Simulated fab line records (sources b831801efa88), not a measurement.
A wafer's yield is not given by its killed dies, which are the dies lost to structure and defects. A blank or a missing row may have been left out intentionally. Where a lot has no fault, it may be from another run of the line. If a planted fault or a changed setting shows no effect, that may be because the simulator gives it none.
fab line records -- flow sky130
[record] lots = 13, wafers = 39, last_day = 50
route steps=708 shown POLY_GATE@217 VIA4@660 METAL5@662 PASSIVATION@681 PAD_OPEN@708
lots with no fault: from the same line, run without faults
start_h: start of the lot's first displayed wafer, in hours after the record's first day -- wait_h: how many hours have passed since the lot's step before this one -- " same as the row above -- L1.1+2: one row covering several wafers at once -- - no value, or no start given -- * or withheld: withheld -- < > ~ a bound
route shown NAME@n: a module of which the file shows steps, and the number in the route of the first -- usual: mean/standard deviation of fault-free wafers -- same: alike in all rows -- chamber/n: place in a boat -- sites: readings site by site -- _std_site: standard deviation across them -- _edge_site: outer sites' mean less inner sites' -- radius_mm: for every site, how far away it sits from the centre of the wafer -- mask NAME#n: copy n -- behind: the last tool/chamber to shape the wafer -- hold: why the lot was held/for how many hours/how that ended -- device: names the non-switching transistor (n, p or np) -- end of line: at the end of the route, the tests of the same wafers -- step lacking rows: just its recipe -- killed: the dies lost at the first sort to structure and to defects; this is not the yield of the wafer -- map: a wafer's dies, marking killed ones x, the rest . and places with no die _
set.NAME: the run value of the setting; set.NAME@STEP: its run value at that earlier step -- model.NAME: the simulator's own value behind a step, which no gauge read
steps of the route over a sample of lots; a table a step, a row a wafer
services: when a tool's chamber went out of use (start_h, in hours from the record's first day, below 0 if earlier), for how many hours, and the reason
[[steps]]
[step SKY_POLY_GATE_CVD_03]
[recipe] material = Si3N4, precursor = DCS/NH3, target_thk_nm = 75, temp_c = 770, time_s = 1290, pressure_mtorr = 250
[usual] susceptor_temp_C = 769.9/0.33
lot.wafer,tool,chamber,start_h,wait_h,susceptor_temp_C
L533.3,lpcvd-02,0,341.23,0.1,770.0
L533.5,lpcvd-02,0,341.23,0.1,770.1
L533.6,lpcvd-02,0,341.23,0.1,769.7
L534.1,lpcvd-02,1,358.52,0.8,769.9
L534.2,lpcvd-02,1,358.52,0.8,770.1
L534.5,lpcvd-02,1,358.52,0.8,769.8
L535.2,lpcvd-02,0,361.09,0.1,770.0
L535.3,lpcvd-02,0,361.09,0.1,770.3
L535.5,lpcvd-02,0,361.09,0.1,770.5
L536.1,lpcvd-02,0,365.44,0.8,769.5
L536.4,lpcvd-02,0,365.44,0.8,770.2
L536.5,lpcvd-02,0,365.44,0.8,769.9
L537.1,lpcvd-02,0,374.10,4.1,769.5
L537.2,lpcvd-02,0,374.10,4.1,769.9
L537.5,lpcvd-02,0,374.10,4.1,770.0
L538.1,lpcvd-02,1,398.16,2.8,770.5
L538.2,lpcvd-02,1,398.16,2.8,769.6
L538.6,lpcvd-02,1,398.16,2.8,770.0
L540.1,lpcvd-02,0,403.55,5.2,770.1
L540.4,lpcvd-02,0,403.55,5.2,770.0
L540.6,lpcvd-02,0,403.55,5.2,769.7
L541.3,lpcvd-02,0,409.85,5.7,769.8
L541.5,lpcvd-02,0,409.85,5.7,770.6
L541.6,lpcvd-02,0,409.85,5.7,769.8
L542.1,lpcvd-02,1,440.43,17.5,769.8
L542.2,lpcvd-02,1,440.43,17.5,769.9
L542.5,lpcvd-02,1,440.43,17.5,769.8
L544.1,lpcvd-02,0,459.45,0.0,770.4
L544.2,lpcvd-02,0,459.45,0.0,769.7
L544.3,lpcvd-02,0,459.45,0.0,769.9
L545.3,lpcvd-02,1,460.84,0.0,769.8
L545.4,lpcvd-02,1,460.84,0.0,769.7
L545.6,lpcvd-02,1,460.84,0.0,769.7
L552.1,lpcvd-02,0,506.01,0.0,769.9
L552.2,lpcvd-02,0,506.01,0.0,769.6
L552.4,lpcvd-02,0,506.01,0.0,769.6
L553.2,lpcvd-02,0,535.46,0.0,770.0
L553.3,lpcvd-02,0,535.46,0.0,769.9
L553.4,lpcvd-02,0,535.46,0.0,770.3
[step SKY_VIA4_CMP_21]
[recipe] stop_on = SiO2, t_overpolish_s = 25, down_force_psi = 3.5, platen_rpm = 60, target_thk_nm = 0, pad_velocity_m_s = 0.94248
[usual] motor_current_A = 11.5/0.68, overpolish_run_s = 24.999/0.0085, time_to_endpoint_s = 123/3.9
lot.wafer,tool,chamber,start_h,wait_h,motor_current_A,overpolish_run_s,time_to_endpoint_s
L533.3,cmp-02,3,1000.33,0.0,12.4,25.004,128
L533.5,cmp-02,3,1000.33,0.0,12.1,25.009,125
L533.6,cmp-02,0,1000.33,0.0,10.7,24.995,125
L534.1,cmp-01,3,1013.12,0.1,13.1,25.004,121
L534.2,cmp-01,0,1013.12,0.1,11.2,25.007,124
L534.5,cmp-01,3,1013.12,0.1,12.1,24.989,119
L535.2,cmp-02,1,1015.79,0.5,11.1,24.995,128
L535.3,cmp-02,3,1015.79,0.5,11.9,25.005,124
L535.5,cmp-02,1,1015.79,0.5,11.3,24.986,129
L536.4,cmp-02,3,1025.03,0.1,12.5,24.996,126
L536.1,cmp-02,1,1025.03,0.1,11.8,25.002,127
L536.5,cmp-02,3,1025.03,0.1,11.8,25.006,126
L537.1,cmp-01,1,1032.20,0.4,11.5,24.992,126
L537.2,cmp-01,2,1032.20,0.4,12.3,25.010,111
L537.5,cmp-01,3,1032.20,0.4,11.8,25.004,116
L538.1,cmp-02,3,1050.20,0.1,12.5,24.992,126
L538.2,cmp-02,0,1050.20,0.1,10.2,24.994,129
L538.6,cmp-02,2,1050.20,0.1,12.2,24.995,129
L540.1,cmp-02,3,1056.65,0.1,11.8,24.996,123
L540.4,cmp-02,2,1056.65,0.1,11.7,25.006,123
L540.6,cmp-02,0,1056.65,0.1,10.3,25.010,119
L541.3,cmp-02,2,1058.45,0.1,11.3,25.010,123
L541.5,cmp-02,0,1058.45,0.1,10.3,24.999,127
L541.6,cmp-02,1,1058.45,0.1,11.3,25.006,127
L542.1,cmp-01,2,1082.36,0.1,12.0,25.004,120
L542.2,cmp-01,3,1082.36,0.1,12.0,24.991,119
L542.5,cmp-01,2,1082.36,0.1,11.5,24.985,119
L545.3,cmp-02,1,1092.99,0.0,11.2,25.012,126
L545.4,cmp-02,2,1092.99,0.0,11.7,25.008,120
L545.6,cmp-02,1,1092.99,0.0,11.2,24.994,123
L544.3,cmp-02,1,1097.26,0.1,11.1,25.002,126
L544.2,cmp-02,3,1097.26,0.1,12.2,24.995,117
L544.1,cmp-02,0,1097.26,0.1,10.4,24.983,118
L552.2,cmp-02,3,1126.40,0.0,12.3,24.995,127
L552.1,cmp-02,1,1126.40,0.0,10.9,24.989,125
L552.4,cmp-02,2,1126.40,0.0,11.6,25.009,124
L553.3,cmp-02,2,1142.91,0.0,11.6,24.999,124
L553.2,cmp-02,3,1142.91,0.0,12.1,24.996,121
L553.4,cmp-02,0,1142.91,0.0,10.4,25.002,118
[step SKY_METAL5_SPUTTER_01]
[recipe] material = TiN, target_thk_nm = 20, power_w = 6500, time_s = 16.7, chamber_pressure_pa = 0.4
[usual] cathode_dc_power_W = 6499.9/1.1, throttle_valve_pct = 29.8/0.73
lot.wafer,tool,chamber,start_h,wait_h,cathode_dc_power_W,throttle_valve_pct
L533.3,pvd_sputter-03,-,1000.65,0.0,6500.2,29.4
L533.5,pvd_sputter-03,-,1000.65,0.0,6499.2,28.8
L533.6,pvd_sputter-03,-,1000.65,0.0,6498.8,29.8
L534.1,pvd_sputter-01,-,1013.39,0.0,6501.1,30.7
L534.2,pvd_sputter-01,-,1013.39,0.0,6498.0,29.6
L534.5,pvd_sputter-01,-,1013.39,0.0,6497.8,31.6
L535.2,pvd_sputter-01,-,1016.11,0.0,6499.9,30.6
L535.3,pvd_sputter-01,-,1016.11,0.0,6502.3,29.4
L535.5,pvd_sputter-01,-,1016.11,0.0,6501.7,31.2
L536.1,pvd_sputter-03,-,1025.30,0.0,6499.9,29.3
L536.4,pvd_sputter-03,-,1025.30,0.0,6500.7,29.1
L536.5,pvd_sputter-03,-,1025.30,0.0,6501.5,30.0
L537.1,pvd_sputter-03,-,1032.42,0.0,6499.2,29.1
L537.2,pvd_sputter-03,-,1032.42,0.0,6499.5,28.9
L537.5,pvd_sputter-03,-,1032.42,0.0,6500.5,29.2
L538.1,pvd_sputter-03,-,1050.42,0.0,6498.6,29.9
L538.2,pvd_sputter-03,-,1050.42,0.0,6502.7,29.3
L538.6,pvd_sputter-03,-,1050.42,0.0,6499.9,29.0
L540.1,pvd_sputter-03,-,1056.97,0.0,6501.2,29.3
L540.4,pvd_sputter-03,-,1056.97,0.0,6499.0,30.0
L540.6,pvd_sputter-03,-,1056.97,0.0,6499.2,29.8
L541.3,pvd_sputter-01,-,1058.67,0.0,6500.5,30.8
L541.5,pvd_sputter-01,-,1058.67,0.0,6498.9,30.9
L541.6,pvd_sputter-01,-,1058.67,0.0,6502.0,30.4
L542.1,pvd_sputter-04,-,1082.63,0.0,6500.3,30.6
L542.2,pvd_sputter-04,-,1082.63,0.0,6502.5,28.8
L542.5,pvd_sputter-04,-,1082.63,0.0,6499.2,28.7
L545.3,pvd_sputter-04,-,1093.31,0.0,6498.5,28.8
L545.4,pvd_sputter-04,-,1093.31,0.0,6499.0,30.8
L545.6,pvd_sputter-04,-,1093.31,0.0,6500.5,28.9
L544.1,pvd_sputter-03,-,1097.61,0.0,6499.1,30.0
L544.2,pvd_sputter-03,-,1097.61,0.0,6501.8,29.4
L544.3,pvd_sputter-03,-,1097.61,0.0,6499.6,29.2
L552.1,pvd_sputter-03,-,1126.72,0.0,6500.2,29.2
L552.2,pvd_sputter-03,-,1126.72,0.0,6499.7,29.7
L552.4,pvd_sputter-03,-,1126.72,0.0,6500.0,30.0
L553.2,pvd_sputter-04,-,1143.23,0.0,6499.7,28.7
L553.3,pvd_sputter-04,-,1143.23,0.0,6499.7,29.2
L553.4,pvd_sputter-04,-,1143.23,0.0,6501.0,30.8
[step SKY_PASSIVATION_CVD_00]
[recipe] material = SiO2, target_thk_nm = 90, temp_c = 400, time_s = withheld, rf_w = 600
[usual] heater_power_outer_w = 355/60, heater_power_w = 629/95, rf_fwd_power_W = 590.0/2.9, susceptor_temp_C = 399.97/0.21
lot.wafer,tool,chamber,start_h,wait_h,heater_power_outer_w,heater_power_w,rf_fwd_power_W,susceptor_temp_C
L533.3,pecvd-04,1,1024.28,0.0,395,654,588.9,399.99
L533.5,pecvd-04,1,1024.28,0.0,405,684,589.4,399.84
L533.6,pecvd-04,2,1024.28,0.0,304,551,583.9,400.12
L534.1,pecvd-04,1,1037.08,0.0,410,665,588.8,400.04
L534.2,pecvd-04,0,1037.08,0.0,361,619,588.5,400.01
L534.5,pecvd-04,2,1037.08,0.0,308,551,585.2,399.74
L535.2,pecvd-04,2,1039.17,0.0,348,612,587.5,400.28
L535.3,pecvd-04,1,1039.17,0.0,309,552,587.4,400.05
L535.5,pecvd-04,0,1039.17,0.0,331,560,589.8,400.12
L536.1,pecvd-04,0,1048.03,0.0,321,568,594.4,400.03
L536.4,pecvd-04,1,1048.03,0.0,382,624,589.0,399.78
L536.5,pecvd-04,2,1048.03,0.0,263,499,585.1,400.09
L537.1,pecvd-04,2,1055.17,0.0,351,614,586.4,399.84
L537.2,pecvd-04,0,1055.17,0.0,339,578,590.3,400.40
L537.5,pecvd-04,2,1055.17,0.0,346,604,589.3,399.81
L538.1,pecvd-03,1,1071.54,0.0,275,635,593.1,399.90
L538.2,pecvd-03,2,1071.54,0.0,395,682,589.1,400.00
L538.6,pecvd-03,2,1071.54,0.0,403,701,593.7,400.12
L540.1,pecvd-01,2,1079.21,0.0,360,614,585.6,400.17
L540.4,pecvd-01,1,1079.21,0.0,414,794,593.4,400.03
L540.6,pecvd-01,2,1079.21,0.0,367,625,586.8,400.25
L541.3,pecvd-04,0,1081.02,0.0,379,631,589.2,399.71
L541.5,pecvd-04,0,1081.02,0.0,380,644,592.7,400.16
L541.6,pecvd-04,2,1081.02,0.0,334,566,582.1,400.16
L542.1,pecvd-01,0,1103.74,0.0,377,580,594.9,399.89
L542.2,pecvd-01,2,1103.74,0.0,366,603,589.7,400.20
L542.5,pecvd-01,2,1103.74,0.0,366,620,588.7,399.89
L545.3,pecvd-03,2,1114.26,0.0,420,711,592.9,399.78
L545.4,pecvd-03,1,1114.26,0.0,326,689,591.7,399.76
L545.6,pecvd-03,2,1114.26,0.0,432,725,590.7,400.15
L544.1,pecvd-03,0,1118.95,0.0,290,508,595.1,400.18
L544.2,pecvd-03,2,1118.95,0.0,330,589,589.3,399.80
L544.3,pecvd-03,1,1118.95,0.0,287,651,589.4,400.37
L552.1,pecvd-04,1,1146.71,0.0,309,561,590.1,399.66
L552.2,pecvd-04,2,1146.71,0.0,295,548,585.6,399.75
L552.4,pecvd-04,1,1146.71,0.0,308,567,589.5,399.96
L553.2,pecvd-01,0,1162.40,0.0,355,550,590.1,399.80
L553.3,pecvd-01,1,1162.40,0.0,427,825,591.6,399.94
L553.4,pecvd-01,0,1162.40,0.0,354,552,591.3,399.87
[step SKY_PAD_OPEN_PROBE_99]
[usual] killed_at_M0_to_M3 = 43/7, killed_at_M4_up = 3.3/1.8, killed_at_contacts = 24/6.2, killed_at_front_end = 16/4.7, killed_at_other = 0.4/0.58, killed_dies = 87/10, killed_open = 47/6.4, killed_short = 39/7
[same] gross_dies = 492, killed_at_back_side = 0
lot.wafer,tool,chamber,start_h,wait_h,killed_at_M0_to_M3,killed_at_M4_up,killed_at_contacts,killed_at_front_end,killed_at_other,killed_dies,killed_open,killed_short
L552.1,prober-02,-,1184.08,0.1,30,3,19,59,2,113,37,32
L552.2,prober-02,-,1184.13,0.1,34,4,23,60,0,121,45,35
L552.4,prober-02,-,1184.23,0.2,47,5,21,56,0,129,52,35
L553.2,prober-01,-,1197.94,0.1,25,2,23,53,1,104,30,34
L553.3,prober-01,-,1197.99,0.2,47,2,26,52,1,128,52,33
L553.4,prober-01,-,1198.04,0.2,31,3,39,58,0,131,54,36
// killed by level:class
L552.1 POLY_GATE:unspecified=43 CONTACT:geometric_particle:open=9 LI_CONTACT:geometric_particle:open=6 METAL2:geometric_particle:short=6 POLY_GATE:geometric_particle:short=5 FIELD_ISO:geometric_particle:open=4 VIA3:geometric_particle:open=4 VIA2:geometric_particle:open=4
L552.2 POLY_GATE:unspecified=41 VIA1:geometric_particle:open=10 LI_CONTACT:geometric_particle:open=6 CONTACT:geometric_particle:short=6 CONTACT:geometric_particle:open=6 FIELD_ISO:geometric_particle:short=5 FIELD_ISO:geometric_particle:open=5 VIA1:geometric_particle:short=4
L552.4 POLY_GATE:unspecified=42 VIA1:geometric_particle:open=17 CONTACT:geometric_particle:open=12 VIA2:geometric_particle:open=7 METAL2:geometric_particle:short=6 POLY_GATE:geometric_particle:open=5 POLY_GATE:geometric_particle:short=5 VIA1:geometric_particle:short=5
L553.2 POLY_GATE:unspecified=40 CONTACT:geometric_particle:open=12 POLY_GATE:geometric_particle:short=5 CONTACT:geometric_particle:short=5 VIA2:geometric_particle:open=5 FIELD_ISO:geometric_particle:short=4 LOCAL_INTERCONNECT:geometric_particle:short=4 METAL1:geometric_particle:short=4
L553.3 POLY_GATE:unspecified=40 CONTACT:geometric_particle:open=12 VIA1:geometric_particle:open=10 VIA3:geometric_particle:open=10 VIA2:geometric_particle:open=8 FIELD_ISO:geometric_particle:short=5 VIA1:geometric_particle:short=5 LI_CONTACT:geometric_particle:open=4
L553.4 POLY_GATE:unspecified=40 LI_CONTACT:geometric_particle:open=14 CONTACT:geometric_particle:open=12 VIA1:geometric_particle:open=7 CONTACT:geometric_particle:short=6 FIELD_ISO:geometric_particle:open=5 POLY_GATE:geometric_particle:short=5 METAL1:geometric_particle:short=5
[[services]]
tool,chamber,start_h,hours,kind
pvd_sputter-03,-,327.94,2.6,repair
cmp-02,-,359.31,5.4,pm
cmp-02,-,378.43,6.1,pm
cmp-02,-,407.22,4.0,pm
cmp-02,-,429.54,3.0,repair
pecvd-04,-,444.05,0.5,repair
cmp-02,-,457.19,2.0,repair
cmp-02,-,595.52,0.9,repair
cmp-02,-,605.45,1.7,repair
cmp-02,-,710.48,2.5,repair
cmp-02,-,723.91,0.3,repair
cmp-02,-,728.31,3.6,pm
cmp-02,-,747.22,4.0,pm
cmp-02,-,752.79,2.1,repair
cmp-02,-,790.23,0.8,repair
cmp-02,-,889.81,1.9,repair
cmp-02,-,913.94,2.0,repair
cmp-02,-,930.03,0.5,repair
cmp-02,-,1034.47,4.9,pm
cmp-02,-,1087.22,4.0,pm
cmp-02,-,1097.59,5.2,pm
cmp-02,-,1125.82,0.3,repair
cmp-02,-,1157.83,0.8,repair
lpcvd-02,-,1161.08,4.3,pm
[[key]]
[first_sign] step = SKY_PAD_OPEN_PROBE_99, reading = killed_at_front_end, direction = up, sigmas = 8.5, usual = 16, struck = 56
[effect] step = SKY_PAD_OPEN_PROBE_99, reading = killed_dies, direction = up, sigmas = 3.4, usual = 87, struck = 121
met_at SKY_POLY_GATE_CVD_03
struck_lots L552,L553
struck_wafers L552.1,L552.2,L552.4,L553.2,L553.3,L553.4
tester_left_out L552,L553
not_acting_at SKY_VIA4_CMP_21,SKY_METAL5_SPUTTER_01,SKY_PASSIVATION_CVD_00
onset_between 459.45 506.01
also_fits time
[fault] kind = chamber_particle_source, tool = lpcvd-02, chamber = 0, onset_h = 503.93, steps = SKY_POLY_GATE_CVD_03, rate_per_visit_cm2 = 0.47731, end_h = 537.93
// tester_left_out: of these lots the tester's yield and bins aren't shown, on N5 and GAA mostly nor the transistor test; their killed dies are dies lost to structure and defects alone, not to doping, threshold or leakage, so they don't give the yield
